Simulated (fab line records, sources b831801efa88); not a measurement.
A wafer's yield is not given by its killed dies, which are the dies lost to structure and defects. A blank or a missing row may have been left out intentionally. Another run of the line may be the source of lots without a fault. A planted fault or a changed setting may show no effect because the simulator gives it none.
Chamber matching || flow sky130 || rie-diel-03 running SKY_VIA2_ETCH_14: 4 sister chambers
The step etches BARC in N2/H2, stops on SiO2, time 45.9 s, target depth 60 nm. 7 wafers are shown with their chamber, then 8 later ones without.

## WAFERS, EACH WITH ITS CHAMBER
{"wafer": "L075.1", "chamber": 2, "drypump-motor-current-A (A)": 5.9, "oes-product-au (a.u.)": 0.852}
{"wafer": "L079.4", "chamber": 1, "drypump-motor-current-A (A)": 6.0, "oes-product-au (a.u.)": 0.852}
{"wafer": "L083.2", "chamber": 1, "drypump-motor-current-A (A)": 5.9, "oes-product-au (a.u.)": 0.861}
{"wafer": "L083.4", "chamber": 0, "drypump-motor-current-A (A)": 5.3, "oes-product-au (a.u.)": 0.871}
{"wafer": "L088.3", "chamber": 0, "drypump-motor-current-A (A)": 5.3, "oes-product-au (a.u.)": 0.858}
{"wafer": "L088.6", "chamber": 3, "drypump-motor-current-A (A)": 6.2, "oes-product-au (a.u.)": 0.863}
{"wafer": "L090.2", "chamber": 3, "drypump-motor-current-A (A)": 6.2, "oes-product-au (a.u.)": 0.857}

## WAFERS WITH NO CHAMBER GIVEN
{"wafer": "L090.4", "drypump-motor-current-A (A)": 5.2, "oes-product-au (a.u.)": 0.862}
{"wafer": "L090.5", "drypump-motor-current-A (A)": 5.3, "oes-product-au (a.u.)": 0.862}
{"wafer": "L093.1", "drypump-motor-current-A (A)": 5.9, "oes-product-au (a.u.)": 0.864}
{"wafer": "L093.2", "drypump-motor-current-A (A)": 6.0, "oes-product-au (a.u.)": 0.854}
{"wafer": "L093.3", "drypump-motor-current-A (A)": 5.3, "oes-product-au (a.u.)": 0.848}
{"wafer": "L097.2", "drypump-motor-current-A (A)": 5.9, "oes-product-au (a.u.)": 0.863}
{"wafer": "L097.4", "drypump-motor-current-A (A)": 5.2, "oes-product-au (a.u.)": 0.854}
{"wafer": "L097.5", "drypump-motor-current-A (A)": 5.9, "oes-product-au (a.u.)": 0.857}

## WHICH CHAMBER EACH ONE RAN IN
{"wafer": "L090.4", "from the rows above": 0, "in truth": 0}
{"wafer": "L090.5", "from the rows above": 0, "in truth": 0}
{"wafer": "L093.1", "from the rows above": "can't be placed: 1 or 2", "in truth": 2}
{"wafer": "L093.2", "from the rows above": "can't be placed: 1 or 2", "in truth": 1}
{"wafer": "L093.3", "from the rows above": 0, "in truth": 0}
{"wafer": "L097.2", "from the rows above": "can't be placed: 1 or 2", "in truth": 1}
{"wafer": "L097.4", "from the rows above": 0, "in truth": 0}
{"wafer": "L097.5", "from the rows above": "can't be placed: 2 or 1", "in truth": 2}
Placed correctly: 4 of 8. From these rows, 4 cannot be placed; in 4 the true chamber is one of the candidates. 0 placed wrongly.
How it was worked out, from the rows above alone: a wafer's distance from a chamber is the root of the sum, over the readings, of the square of ((its reading less the chamber's mean) divided by the reading's scatter). If the next closest chamber is less than 2 further off than the closest, the wafer can't be placed; otherwise it belongs to the closest. A chamber's mean is the mean of its shown wafers. How the scatter is found: for the shown wafers, subtract from each reading the mean of its chamber, square and add these, divide the total by (wafers less chambers), then take the root.
